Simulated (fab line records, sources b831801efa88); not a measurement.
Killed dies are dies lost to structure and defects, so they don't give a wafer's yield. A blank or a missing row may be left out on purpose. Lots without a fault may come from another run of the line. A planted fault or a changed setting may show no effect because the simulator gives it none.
Chamber matching | flow sky130 | SKY_VIA2_CMP_02 on cmp-01: 4 sister chambers
The step polishes SiO2. 33 wafers are shown with their chamber, then 12 later ones without.

WAFERS WITH THEIR CHAMBER
wafer  | chamber | motor_current_A (A) | slurry_flow_ml_min | slurry_filter_dp_kPa (kPa)
L075.4 | 1       | 12.6                | 149.9              | 13.64
L075.5 | 1       | 11.9                | 150.2              | 13.40
L075.6 | 0       | 15.4                | 150.1              | 13.56
L078.3 | 3       | 12.7                | 149.7              | 13.48
L078.4 | 1       | 12.9                | 150.2              | 13.35
L078.6 | 0       | 14.3                | 150.0              | 13.47
L080.1 | 0       | 14.4                | 149.9              | 13.37
L080.4 | 3       | 13.0                | 149.8              | 13.61
L080.5 | 0       | 15.0                | 150.8              | 13.75
L081.3 | 2       | 13.6                | 149.7              | 13.80
L081.5 | 2       | 13.3                | 149.9              | 13.72
L081.6 | 3       | 12.6                | 149.5              | 13.42
L083.1 | 0       | 14.9                | 149.8              | 13.55
L083.3 | 3       | 13.6                | 150.0              | 13.58
L083.5 | 2       | 13.7                | 149.5              | 13.55
L084.1 | 2       | 13.7                | 149.4              | 13.60
L084.3 | 3       | 12.7                | 150.3              | 13.38
L084.5 | 2       | 12.7                | 149.4              | 13.81
L086.1 | 0       | 14.6                | 149.9              | 13.32
L086.3 | 3       | 13.0                | 150.2              | 13.78
L086.6 | 3       | 13.6                | 150.4              | 13.28
L089.2 | 1       | 12.4                | 149.4              | 13.77
L089.5 | 3       | 13.5                | 149.5              | 13.53
L089.6 | 0       | 15.0                | 150.1              | 13.37
L090.2 | 2       | 13.3                | 150.3              | 13.30
L090.3 | 1       | 12.3                | 149.6              | 13.61
L090.4 | 3       | 13.0                | 150.3              | 13.44
L091.2 | 0       | 15.6                | 149.4              | 13.37
L091.3 | 1       | 12.8                | 149.9              | 13.57
L091.5 | 2       | 13.6                | 149.5              | 13.44
L092.2 | 1       | 13.1                | 150.1              | 13.30
L092.4 | 0       | 15.9                | 150.1              | 13.66
L092.5 | 0       | 14.7                | 150.4              | 13.52

SIGNATURES (means of the wafers above)
reading              | chamber 0 | chamber 1 | chamber 2 | chamber 3 | scatter within a chamber
motor_current_A      | 14.980    | 12.571    | 13.414    | 13.078    | 0.434
slurry_flow_ml_min   | 150.050   | 149.900   | 149.671   | 149.967   | 0.344
slurry_filter_dp_kPa | 13.4940   | 13.5200   | 13.6029   | 13.5000   | 0.16
Rule: a wafer's distance from a chamber is the root of the sum, over the readings, of the square of ((its reading less the chamber's mean) divided by the reading's scatter). The wafer belongs to the nearest chamber; if the next one is less than 2 further off, it can't be placed. The scatter: the root of (the sum of the squares of (reading less its chamber's mean) over the shown wafers, divided by (wafers less chambers)).

WAFERS WITHOUT THEIR CHAMBER
wafer  | motor_current_A (A) | slurry_flow_ml_min | slurry_filter_dp_kPa (kPa)
L093.2 | 14.8                | 150.1              | 13.58
L093.3 | 12.7                | 150.5              | 13.39
L093.6 | 14.9                | 149.9              | 13.54
L094.1 | 12.8                | 150.7              | 13.34
L094.2 | 12.8                | 149.8              | 13.46
L094.3 | 14.8                | 150.7              | 13.58
L097.1 | 12.7                | 149.8              | 13.51
L097.4 | 12.7                | 150.3              | 13.16
L097.5 | 12.7                | 150.1              | 13.67
L096.1 | 14.6                | 150.0              | 13.67
L096.2 | 12.8                | 151.2              | 13.41
L096.6 | 13.0                | 149.3              | 13.45

WHICH CHAMBER EACH WENT THROUGH
wafer  | from the rows above          | in truth
L093.2 | 0                            | 0
L093.3 | can't be placed: 3 or 1 or 2 | 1
L093.6 | 0                            | 0
L094.1 | can't be placed: 3 or 1 or 2 | 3
L094.2 | can't be placed: 1 or 3 or 2 | 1
L094.3 | 0                            | 0
L097.1 | can't be placed: 1 or 3 or 2 | 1
L097.4 | can't be placed: 3 or 1 or 2 | 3
L097.5 | can't be placed: 1 or 3 or 2 | 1
L096.1 | can't be placed: 0 or 2      | 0
L096.2 | can't be placed: 3 or 1 or 2 | 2
L096.6 | can't be placed: 2 or 3 or 1 | 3
Placed correctly: 3 of 12. Can't be placed from these rows: 9 (the true chamber is among the candidates in 9). Placed wrongly: 0.
